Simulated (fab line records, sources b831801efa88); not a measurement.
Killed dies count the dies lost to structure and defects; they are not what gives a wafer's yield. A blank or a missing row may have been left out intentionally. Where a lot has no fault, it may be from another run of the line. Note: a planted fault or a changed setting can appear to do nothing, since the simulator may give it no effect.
Matching of chambers + flow sky130 + SKY_CAPM_CVD_00 on pecvd-01 has 3 sister chambers
The step deposits SiO2, target thk 15.5 nm. 3 wafers are shown with their chamber, then 8 later ones without.

## WAFERS PAIRED WITH THEIR CHAMBERS
| wafer  | chamber | heaterPowerW (W) |
|--------|---------|------------------|
| L088.1 | 2       | 779              |
| L088.3 | 0       | 696              |
| L091.2 | 1       | 762              |

## WAFERS MISSING THEIR CHAMBER
| wafer  | heaterPowerW (W) |
|--------|------------------|
| L091.3 | 724              |
| L091.5 | 748              |
| L092.2 | 843              |
| L092.4 | 756              |
| L092.5 | 843              |
| L096.1 | 825              |
| L096.3 | 742              |
| L096.4 | 748              |

## WHICH CHAMBER EACH WENT THROUGH
| wafer  | from the rows above          | in truth |
|--------|------------------------------|----------|
| L091.3 | can't be placed: 0 or 1 or 2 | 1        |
| L091.5 | can't be placed: 1 or 2 or 0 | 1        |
| L092.2 | can't be placed: 2 or 1      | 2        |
| L092.4 | can't be placed: 1 or 2 or 0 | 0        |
| L092.5 | can't be placed: 2 or 1      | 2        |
| L096.1 | can't be placed: 2 or 1      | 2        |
| L096.3 | can't be placed: 1 or 2 or 0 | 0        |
| L096.4 | can't be placed: 1 or 2 or 0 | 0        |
Placed correctly: 0 of 8. These rows do not allow placing 8 (true chamber among the candidates in 8). Wrongly placed: 0.
How it was worked out, from the rows above alone: a wafer's distance from a chamber is the root of the sum, over the readings, of the square of ((its reading less the chamber's mean) divided by the reading's scatter). The wafer belongs to the nearest chamber; if the next one is less than 2 further off, it can't be placed. For every chamber, the mean is computed from those of its wafers that are shown. The scatter: with one shown wafer a chamber, the root of the mean of the squares of how far each hidden wafer lies from its nearest shown one.
